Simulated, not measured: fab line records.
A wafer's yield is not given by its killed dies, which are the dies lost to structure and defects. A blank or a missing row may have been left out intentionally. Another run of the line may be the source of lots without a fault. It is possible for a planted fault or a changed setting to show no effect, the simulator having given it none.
Which tool is to blame? + flow gf180mcu + 15 lots, 45 wafers sampled, at 4 steps of a route of 602

WHAT THE GAUGES SHOWED, per wafer
GF_V1_OVL_MEAS_15.
| lot  | measured     | on         | V1_OVL (nm) |
|------|--------------|------------|-------------|
| L853 | day 18 07:40 | overlay-01 | 0 -1 -8     |
| L855 | day 19 05:59 | overlay-02 | 9 -4 2      |
| L856 | day 19 22:26 | overlay-02 | -8 -5 -9    |
| L857 | day 20 05:11 | overlay-01 | -6 -6 -4    |
| L858 | day 20 20:37 | overlay-01 | 2 6 -3      |
| L859 | day 21 06:26 | overlay-01 | 3 2 -3      |
| L860 | day 22 00:58 | overlay-01 | -3 -4 -5    |
| L861 | day 22 00:58 | overlay-02 | 8 9 6       |
| L862 | day 22 04:38 | overlay-02 | -12 -5 -7   |
| L865 | day 22 22:05 | overlay-01 | 1 -4 -5     |
| L866 | day 23 09:51 | overlay-02 | 2 0 12      |
| L868 | day 24 07:47 | overlay-01 | - - -       |
| L869 | day 24 09:26 | overlay-02 | - - -       |
| L870 | day 24 16:47 | overlay-02 | - - -       |
| L876 | day 26 13:08 | overlay-02 | -11 -5 -3   |

EACH LOT AND THE TOOL THAT RAN IT (in order: tool; ch and the chambers of the sampled wafers; start)
| lot  | GF_M1_METAL_ETCH_16               | GF_M1_STRIP_17                       | GF_V1_PEB_12                      |
|------|-----------------------------------|--------------------------------------|-----------------------------------|
| L853 | rie_metal-02 ch 0,1, day 17 05:37 | plasma_asher-04 ch 0,1, day 17 05:44 | litho_track-04 ch 0, day 18 07:11 |
| L855 | rie_metal-02 ch 0, day 18 04:52   | plasma_asher-03 ch 0, day 18 04:59   | litho_track-03 ch 0, day 19 05:31 |
| L856 | rie_metal-02 ch 0,1, day 18 19:46 | plasma_asher-02 ch 0,1, day 18 19:53 | litho_track-04 ch 0, day 19 22:01 |
| L857 | rie_metal-04 ch 0,1, day 19 03:01 | plasma_asher-04 ch 0,1, day 19 03:08 | litho_track-03 ch 0, day 20 04:43 |
| L858 | rie_metal-02 ch 0, day 19 18:47   | plasma_asher-03 ch 0,1, day 19 19:02 | litho_track-04 ch 0, day 20 20:09 |
| L859 | rie_metal-04 ch 0,1, day 20 05:04 | plasma_asher-04 ch 0,1, day 20 05:11 | litho_track-02 ch 0, day 21 05:58 |
| L860 | rie_metal-04 ch 0,1, day 20 22:38 | plasma_asher-03 ch 0,1, day 20 22:46 | litho_track-02 ch 0, day 22 00:28 |
| L861 | rie_metal-03 ch 0,1, day 20 23:04 | plasma_asher-04 ch 0,1, day 20 23:11 | litho_track-04 ch 0, day 22 00:30 |
| L862 | rie_metal-03 ch 0,1, day 21 02:56 | plasma_asher-04 ch 0,1, day 21 03:04 | litho_track-02 ch 0, day 22 04:10 |
| L865 | rie_metal-04 ch 1, day 21 21:20   | plasma_asher-02 ch 0,1, day 21 21:27 | litho_track-03 ch 0, day 22 21:37 |
| L866 | rie_metal-04 ch 0,1, day 22 09:19 | plasma_asher-02 ch 0,1, day 22 09:26 | litho_track-03 ch 0, day 23 09:26 |
| L868 | rie_metal-04 ch 0,1, day 23 07:10 | plasma_asher-03 ch 0,1, day 23 07:17 | litho_track-04, day 24 07:20      |
| L869 | rie_metal-02 ch 0,1, day 23 09:40 | plasma_asher-03 ch 0,1, day 23 09:48 | litho_track-02, day 24 08:52      |
| L870 | rie_metal-04 ch 0,1, day 23 16:25 | plasma_asher-03 ch 0,1, day 23 16:32 | litho_track-04, day 24 16:22      |
| L876 | rie_metal-03 ch 0,1, day 25 14:22 | plasma_asher-03 ch 0,1, day 25 14:29 | litho_track-03 ch 0, day 26 12:42 |
- GF_M1_METAL_ETCH_16: etches the open film in Cl2/BCl3, stops on SiO2, target depth 750.8 nm, time 125.1 s.
- GF_M1_STRIP_17: strips in O2/N2.
- GF_V1_PEB_12: peb time 90 s.

AS READ BY THE TOOLS THEMSELVES (means over the sampled wafers that have a number; for cases with no such wafer, the mark the record gives instead)
GF_M1_METAL_ETCH_16.
| lot  | tool         | drypump_motor_current_A (A) | he_backside_leak_sccm (sccm) | oes_product_au (a.u.) | throttle_valve_pct (%) |
|------|--------------|-----------------------------|------------------------------|-----------------------|------------------------|
| L853 | rie_metal-02 | 5.94                        | 5.5                          | 0.989                 | 28.230                 |
| L855 | rie_metal-02 | 5.93                        | 3.4                          | 0.995                 | 28.225                 |
| L856 | rie_metal-02 | 5.98                        | 3.5                          | 0.991                 | 28.225                 |
| L857 | rie_metal-04 | 5.72                        | 3.3                          | 0.995                 | 28.224                 |
| L858 | rie_metal-02 | 5.93                        | 3.4                          | 1.000                 | 28.223                 |
| L859 | rie_metal-04 | 5.75                        | 3.3                          | 0.991                 | 28.233                 |
| L860 | rie_metal-04 | 5.73                        | 3.3                          | 0.999                 | 28.218                 |
| L861 | rie_metal-03 | 5.83                        | 3.2                          | 0.998                 | 28.226                 |
| L862 | rie_metal-03 | 5.83                        | 3.1                          | 0.996                 | 28.218                 |
| L865 | rie_metal-04 | 5.78                        | 3.4                          | 0.989                 | 28.229                 |
| L866 | rie_metal-04 | 5.70                        | 3.3                          | 0.995                 | 28.218                 |
| L868 | rie_metal-04 | 5.73                        | 3.3                          | 0.995                 | 28.220                 |
| L869 | rie_metal-02 | 5.94                        | 3.4                          | 0.992                 | 28.227                 |
| L870 | rie_metal-04 | 5.71                        | 3.3                          | 0.992                 | 28.233                 |
| L876 | rie_metal-03 | 6.08                        | 3.1                          | 0.998                 | 28.221                 |

GF_M1_STRIP_17.
| lot  | tool            | drypump_motor_current_A (A) | heater_power_w (W) | oes_product_au (a.u.) | strip_time_to_endpoint_s (s) |
|------|-----------------|-----------------------------|--------------------|-----------------------|------------------------------|
| L853 | plasma_asher-04 | 5.9                         | 345                | 0.535                 | 7.31                         |
| L855 | plasma_asher-03 | 6.6                         | 304                | 0.531                 | 7.32                         |
| L856 | plasma_asher-02 | 6.0                         | 302                | 0.532                 | 7.34                         |
| L857 | plasma_asher-04 | 5.9                         | 352                | 0.534                 | 7.29                         |
| L858 | plasma_asher-03 | 6.3                         | 312                | 0.533                 | 7.34                         |
| L859 | plasma_asher-04 | 6.0                         | 344                | 0.540                 | 7.38                         |
| L860 | plasma_asher-03 | 6.3                         | 320                | 0.528                 | 7.28                         |
| L861 | plasma_asher-04 | 5.9                         | 344                | 0.536                 | 7.30                         |
| L862 | plasma_asher-04 | 6.1                         | 336                | 0.530                 | 7.29                         |
| L865 | plasma_asher-02 | 6.3                         | 288                | 0.539                 | 7.36                         |
| L866 | plasma_asher-02 | 6.3                         | 293                | 0.533                 | 7.35                         |
| L868 | plasma_asher-03 | 6.0                         | 340                | 0.534                 | 7.30                         |
| L869 | plasma_asher-03 | 6.3                         | 313                | 0.532                 | 7.37                         |
| L870 | plasma_asher-03 | 5.9                         | 342                | 0.533                 | 7.33                         |
| L876 | plasma_asher-03 | 6.3                         | 321                | 0.535                 | 7.30                         |

GF_V1_PEB_12.
| lot  | tool           | chill_plate_temp_C (C) | exhaust_pa (Pa) |
|------|----------------|------------------------|-----------------|
| L853 | litho_track-04 | 23.01                  | 43.4            |
| L855 | litho_track-03 | 23.07                  | 44.0            |
| L856 | litho_track-04 | 23.08                  | 45.0            |
| L857 | litho_track-03 | 22.91                  | 44.9            |
| L858 | litho_track-04 | 23.09                  | 44.8            |
| L859 | litho_track-02 | 23.03                  | 44.1            |
| L860 | litho_track-02 | 23.05                  | 45.5            |
| L861 | litho_track-04 | 22.97                  | 45.9            |
| L862 | litho_track-02 | 23.09                  | 44.6            |
| L865 | litho_track-03 | 22.95                  | 44.6            |
| L866 | litho_track-03 | 23.07                  | 44.7            |
| L868 | litho_track-04 | -                      | -               |
| L869 | litho_track-02 | -                      | -               |
| L870 | litho_track-04 | -                      | -               |
| L876 | litho_track-03 | 23.03                  | 45.2            |

THE ANSWER, worked out from the rows above alone
Rule: what is usual is taken from the lots themselves. The widest of any qualifying gaps counts: lots, ordered by their means at a reading, are off when they make up no more than a third of the lots, leave a main group of 4 or more, and stand apart from it by 3 or more times the standard deviation of that group's means. A main group whose means are all the same, to the digits that the tables above print for the reading, isn't used. Also off: a lot with no number at a reading for which 4 or more lots have one. All remaining lots with rows at the step are treated as sound. First the gauges in route order, then the tools' own readings, where a lot's mean is used as printed above. The first step at which some lot is off is used, and at that step the reading that is off furthest; a lot without a number counts as furthest.
Off: L868, L869, L870, at GF_V1_OVL_MEAS_15 (V1_OVL). Without a number there: L868, L869, L870. The main group: mean -2 nm, standard deviation 4.8.
A tool fits if, at a process step before that reading, it ran every lot that is off, and no sound lot after the first of them. The gauges at GF_V1_OVL_MEAS_15 aren't tried: what is off there is off at GF_V1_PEB_12 too, on other tools, and a gauge's error can't cause that. Not one of the candidates tried fits.

WHAT HAD BEEN PUT IN BY THE SIMULATOR
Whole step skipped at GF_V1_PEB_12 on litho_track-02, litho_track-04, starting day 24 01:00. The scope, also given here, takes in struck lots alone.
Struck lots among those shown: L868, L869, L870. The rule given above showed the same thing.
